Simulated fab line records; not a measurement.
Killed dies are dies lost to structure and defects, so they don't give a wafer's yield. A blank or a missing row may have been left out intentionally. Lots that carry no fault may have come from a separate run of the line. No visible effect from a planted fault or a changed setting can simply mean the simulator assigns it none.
What tool caused it? + flow gf180mcu + 13 lots with 39 wafers sampled at 3 steps, on a route of 602 steps

== WHAT THE GAUGES READ, wafer by wafer ==
GF_M4_RS_MEAS_05: uses a four-point probe to measure.
| lot  | measured     | on           | M4_ALCU_RS (ohm/sq)  |
|------|--------------|--------------|----------------------|
| L785 | day 22 11:01 | filmMetro-02 | 0.0696 0.0698 0.0706 |
| L786 | day 22 22:10 | filmMetro-02 | 0.0694 0.0701 0.0691 |
| L787 | day 23 06:31 | filmMetro-04 | 0.0684 0.0686 0.0679 |
| L789 | day 23 21:34 | filmMetro-04 | 0.0687 0.0677 0.0691 |
| L791 | day 24 15:44 | filmMetro-01 | 0.0690 0.0700 0.0690 |
| L792 | day 24 21:29 | filmMetro-02 | 0.0696 0.0689 0.0701 |
| L793 | day 25 09:29 | filmMetro-01 | 0.0694 0.0695 0.0699 |
| L794 | day 25 16:41 | filmMetro-04 | 0.0693 0.0687 0.0694 |
| L795 | day 25 21:58 | filmMetro-01 | 0.0691 0.0694 0.0688 |
| L799 | day 27 10:54 | filmMetro-02 | 0.0699 0.0695 0.0692 |
| L803 | day 28 09:02 | filmMetro-01 | 0.0682 0.0688 0.0689 |
| L804 | day 28 14:24 | filmMetro-04 | 0.0698 0.0689 0.0700 |
| L805 | day 28 22:49 | filmMetro-01 | 0.0706 0.0701 0.0705 |

GF_V5_THK_MEAS_03.
| lot  | measured     | on           | V5_CVD_02_THK (nm) |
|------|--------------|--------------|--------------------|
| L785 | day 26 06:22 | filmMetro-01 | 1443 1427 1458     |
| L786 | day 26 17:39 | filmMetro-01 | 1465 1482 1497     |
| L787 | day 26 23:54 | filmMetro-04 | 1414 1449 1452     |
| L789 | day 27 13:44 | filmMetro-04 | 1453 1434 1454     |
| L791 | day 28 06:55 | filmMetro-01 | 1451 1455 1493     |
| L792 | day 28 12:26 | filmMetro-03 | 1433 1440 1483     |
| L793 | day 28 23:13 | filmMetro-01 | 1441 1472 1466     |
| L794 | day 29 06:38 | filmMetro-04 | 1442 1462 1459     |
| L795 | day 29 10:44 | filmMetro-03 | 1433 1437 1461     |
| L799 | day 30 19:43 | filmMetro-01 | 1423 1451 1451     |
| L803 | day 31 15:50 | filmMetro-04 | 1435 1471 1445     |
| L804 | day 31 22:06 | filmMetro-03 | 1431 1493 1437     |
| L805 | day 32 03:26 | filmMetro-04 | 1440 1482 1522     |

== TOOL THAT RAN EACH LOT (tool first, then ch and the chambers of the sampled wafers, then the start) ==
| lot  | GF_M4_SPUTTER_03            |
|------|-----------------------------|
| L785 | pvdSputter-02, day 22 10:56 |
| L786 | pvdSputter-01, day 22 22:05 |
| L787 | pvdSputter-04, day 23 06:28 |
| L789 | pvdSputter-01, day 23 21:30 |
| L791 | pvdSputter-04, day 24 15:40 |
| L792 | pvdSputter-04, day 24 21:26 |
| L793 | pvdSputter-04, day 25 09:25 |
| L794 | pvdSputter-04, day 25 16:35 |
| L795 | pvdSputter-01, day 25 21:54 |
| L799 | pvdSputter-01, day 27 10:49 |
| L803 | pvdSputter-02, day 28 08:58 |
| L804 | pvdSputter-04, day 28 14:19 |
| L805 | pvdSputter-02, day 28 22:45 |
- GF_M4_SPUTTER_03: material Ti, target thk 10 nm, time 6.7 s.

== AS READ BY THE TOOLS THEMSELVES (means over the sampled wafers that have a number; for cases with no such wafer, the mark the record gives instead) ==
GF_M4_SPUTTER_03.
| lot  | tool          | throttleValvePct (%) |
|------|---------------|----------------------|
| L785 | pvdSputter-02 | 30.9                 |
| L786 | pvdSputter-01 | 30.4                 |
| L787 | pvdSputter-04 | 31.1                 |
| L789 | pvdSputter-01 | 30.3                 |
| L791 | pvdSputter-04 | 30.1                 |
| L792 | pvdSputter-04 | 31.1                 |
| L793 | pvdSputter-04 | 31.0                 |
| L794 | pvdSputter-04 | 31.0                 |
| L795 | pvdSputter-01 | 30.8                 |
| L799 | pvdSputter-01 | 30.8                 |
| L803 | pvdSputter-02 | 31.7                 |
| L804 | pvdSputter-04 | 30.7                 |
| L805 | pvdSputter-02 | 31.6                 |

== THE ANSWER, worked out from the rows above alone ==
Rule: the lots themselves supply what counts as usual. Put in order of their means at a reading, lots are off if they are a third of the lots or fewer, leave a main group of 4 or more, and stand apart from it by a gap of 3 or more times the standard deviation of the main group's means; of several such gaps the widest counts. The tables above print the reading to a certain number of digits; a main group whose means all agree to those digits is not used. Also off: a lot with no number at a reading for which 4 or more lots have one. Where the step has rows for the other lots, those lots are counted as sound. First the gauges in route order, then the tools' own readings, where a lot's mean is used as printed above. The first step at which some lot is off is used, and at that step the reading that is off furthest; a lot without a number counts as furthest.
Nothing can be told from this: no lot is off at any reading shown.

== WHAT WAS PUT IN BY THE SIMULATOR ==
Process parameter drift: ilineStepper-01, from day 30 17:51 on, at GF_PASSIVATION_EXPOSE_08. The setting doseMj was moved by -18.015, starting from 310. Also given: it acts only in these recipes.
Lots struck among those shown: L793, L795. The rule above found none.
